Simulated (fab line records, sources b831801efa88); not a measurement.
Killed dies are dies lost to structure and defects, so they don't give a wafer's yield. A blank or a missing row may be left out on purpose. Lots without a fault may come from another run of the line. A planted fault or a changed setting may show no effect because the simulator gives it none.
Which tool did it? | flow gf180mcu | 12 lots, 36 wafers sampled, at 5 steps of a route of 602

WHAT THE GAUGES READ, wafer by wafer
GF_M3_RS_MEAS_05: measures by four-point-probe. Usual: M3_ALCU_RS 0.0696 ohm/sq, standard deviation 0.00077.
lot  | measured     | on            | M3_ALCU_RS (ohm/sq)  | flag
L238 | day 20 16:40 | film_metro-04 | 0.0693 0.0692 0.0683 |
L240 | day 21 08:04 | film_metro-02 | 0.0698 0.0693 0.0699 |
L241 | day 22 03:01 | film_metro-02 | 0.0695 0.0692 0.0681 |
L244 | day 23 01:14 | film_metro-04 | 0.0702 0.0704 0.0696 |
L245 | day 23 07:24 | film_metro-02 | 0.0687 0.0688 0.0683 |
L248 | day 24 07:22 | film_metro-02 | 0.0703 0.0700 0.0701 |
L254 | day 26 20:40 | film_metro-04 | 0.0707 0.0709 0.0709 |
L256 | day 27 10:20 | film_metro-02 | 0.0697 0.0692 0.0697 |
L257 | day 27 12:41 | film_metro-03 | 0.0708 0.0702 0.0703 |
L258 | day 27 19:11 | film_metro-02 | 0.0685 0.0677 0.0679 |
L259 | day 27 22:58 | film_metro-03 | 0.0703 0.0702 0.0703 |
L260 | day 28 09:02 | film_metro-02 | 0.0701 0.0708 0.0700 |

GF_M3_THK_MEAS_06: measures by xrf. Usual: M3_ALCU_THK 456 nm, standard deviation 5.3.
lot  | measured     | on            | M3_ALCU_THK (nm) | flag
L238 | day 20 16:46 | film_metro-04 | 458 459 464      |
L240 | day 21 08:11 | film_metro-02 | 450 456 450      |
L241 | day 22 03:08 | film_metro-02 | 454 455 461      |
L244 | day 23 01:21 | film_metro-04 | 451 452 458      |
L245 | day 23 07:31 | film_metro-02 | 458 458 461      |
L248 | day 24 07:29 | film_metro-02 | 474 452 453      |
L254 | day 26 20:47 | film_metro-04 | 450 451 451      |
L256 | day 27 10:27 | film_metro-02 | 455 456 452      |
L257 | day 27 12:47 | film_metro-03 | 444 450 448      |
L258 | day 27 19:18 | film_metro-02 | 462 468 468      |
L259 | day 27 23:04 | film_metro-03 | 449 450 449      |
L260 | day 28 09:08 | film_metro-02 | 451 447 454      |

WHICH TOOL RAN EACH LOT (tool, then ch and the chambers of the sampled wafers, then the start)
lot  | GF_V2_ETCH_16                      | GF_M3_SPUTTER_01             | GF_M3_SPUTTER_04
L238 | rie_diel-01 ch 0,1,3, day 20 14:57 | pvd_sputter-03, day 20 16:31 | pvd_sputter-03, day 20 16:35
L240 | rie_diel-03 ch 0,1,3, day 21 06:09 | pvd_sputter-01, day 21 07:57 | pvd_sputter-01, day 21 08:02
L241 | rie_diel-01 ch 0,1,3, day 22 01:25 | pvd_sputter-02, day 22 02:53 | pvd_sputter-02, day 22 02:58
L244 | rie_diel-01 ch 0,1,3, day 22 23:40 | pvd_sputter-02, day 23 01:07 | pvd_sputter-02, day 23 01:11
L245 | rie_diel-02 ch 0,1, day 23 05:49   | pvd_sputter-01, day 23 07:17 | pvd_sputter-01, day 23 07:22
L248 | rie_diel-02 ch 0,1,3, day 24 05:46 | pvd_sputter-01, day 24 07:14 | pvd_sputter-01, day 24 07:19
L254 | rie_diel-01 ch 2,3, day 26 19:04   | pvd_sputter-03, day 26 20:32 | pvd_sputter-03, day 26 20:37
L256 | rie_diel-03 ch 2,3, day 27 08:45   | pvd_sputter-02, day 27 10:12 | pvd_sputter-02, day 27 10:17
L257 | rie_diel-02 ch 0,2,3, day 27 11:04 | pvd_sputter-03, day 27 12:32 | pvd_sputter-03, day 27 12:37
L258 | rie_diel-02 ch 0,1,2, day 27 17:36 | pvd_sputter-03, day 27 19:03 | pvd_sputter-03, day 27 19:08
L259 | rie_diel-01 ch 0,1, day 27 21:21   | pvd_sputter-03, day 27 22:48 | pvd_sputter-03, day 27 22:53
L260 | rie_diel-01 ch 1,2,3, day 28 07:25 | pvd_sputter-03, day 28 08:53 | pvd_sputter-03, day 28 08:58
- GF_V2_ETCH_16: etches BARC in N2/H2.
- GF_M3_SPUTTER_01: material TiN, target thk 30 nm, time 25 s.
- GF_M3_SPUTTER_04: material TiN, target thk 50 nm, time 41.7 s.

WHAT THE TOOLS THEMSELVES READ (means of the sampled wafers that have a number; where no wafer has one, the mark that the record gives instead)
GF_V2_ETCH_16. Usual: drypump_motor_current_A 5.7 A, standard deviation 0.44; h2_flow_sccm 200.0 sccm, standard deviation 0.55; oes_product_au 0.856 a.u., standard deviation 0.0051; throttle_valve_pct 13.225 %, standard deviation 0.009.
lot  | tool        | drypump_motor_current_A (A) | h2_flow_sccm (sccm) | oes_product_au (a.u.) | throttle_valve_pct (%) | flag
L238 | rie_diel-01 | 5.6                         | 200.8               | 0.850                 | 13.217                 |
L240 | rie_diel-03 | 5.8                         | 199.8               | 0.861                 | 13.225                 |
L241 | rie_diel-01 | 5.6                         | 200.2               | 0.851                 | 13.212                 |
L244 | rie_diel-01 | 5.6                         | 199.9               | 0.860                 | 13.227                 |
L245 | rie_diel-02 | 5.3                         | 199.9               | 0.858                 | 13.229                 |
L248 | rie_diel-02 | 5.4                         | 200.1               | 0.852                 | 13.226                 |
L254 | rie_diel-01 | 6.4                         | 199.8               | 0.858                 | 13.225                 |
L256 | rie_diel-03 | 5.8                         | 200.6               | 0.858                 | 13.224                 |
L257 | rie_diel-02 | 5.4                         | 200.3               | 0.853                 | 13.231                 |
L258 | rie_diel-02 | 5.4                         | 199.9               | 0.858                 | 13.234                 |
L259 | rie_diel-01 | 5.2                         | 199.1               | 0.858                 | 13.221                 |
L260 | rie_diel-01 | 5.9                         | 200.1               | 0.852                 | 13.217                 |

GF_M3_SPUTTER_01. Usual: throttle_valve_pct 30.1 %, standard deviation 1.1.
lot  | tool           | throttle_valve_pct (%) | flag
L238 | pvd_sputter-03 | 30.2                   |
L240 | pvd_sputter-01 | 30.1                   |
L241 | pvd_sputter-02 | 29.7                   |
L244 | pvd_sputter-02 | 30.8                   |
L245 | pvd_sputter-01 | 30.1                   |
L248 | pvd_sputter-01 | 30.2                   |
L254 | pvd_sputter-03 | 29.6                   |
L256 | pvd_sputter-02 | 29.2                   |
L257 | pvd_sputter-03 | 30.2                   |
L258 | pvd_sputter-03 | 30.0                   |
L259 | pvd_sputter-03 | 29.5                   |
L260 | pvd_sputter-03 | 30.1                   |

GF_M3_SPUTTER_04. Usual: throttle_valve_pct 30.1 %, standard deviation 1.1.
lot  | tool           | throttle_valve_pct (%) | flag
L238 | pvd_sputter-03 | 30.2                   |
L240 | pvd_sputter-01 | 30.1                   |
L241 | pvd_sputter-02 | 29.7                   |
L244 | pvd_sputter-02 | 30.7                   |
L245 | pvd_sputter-01 | 30.3                   |
L248 | pvd_sputter-01 | 30.2                   |
L254 | pvd_sputter-03 | 29.4                   |
L256 | pvd_sputter-02 | 29.3                   |
L257 | pvd_sputter-03 | 29.9                   |
L258 | pvd_sputter-03 | 29.9                   |
L259 | pvd_sputter-03 | 29.6                   |
L260 | pvd_sputter-03 | 30.0                   |

THE ANSWER, worked out from the rows above alone
Rule: a lot is off if the mean of its wafers that have a number lies more than 3 standard deviations from the usual mean. A lot without any number at a reading at which 4 lots or more have one is off too. The other lots that the step has rows for count as sound. The gauges are gone through in route order, then the tools' own readings, and for those a lot's mean is taken as printed above. The first step at which some lot is off is used, and at that step the reading that is off furthest; a lot without a number counts as furthest.
No lot is off at any reading shown: from this, nothing can be told.

WHAT THE SIMULATOR HAD PUT IN
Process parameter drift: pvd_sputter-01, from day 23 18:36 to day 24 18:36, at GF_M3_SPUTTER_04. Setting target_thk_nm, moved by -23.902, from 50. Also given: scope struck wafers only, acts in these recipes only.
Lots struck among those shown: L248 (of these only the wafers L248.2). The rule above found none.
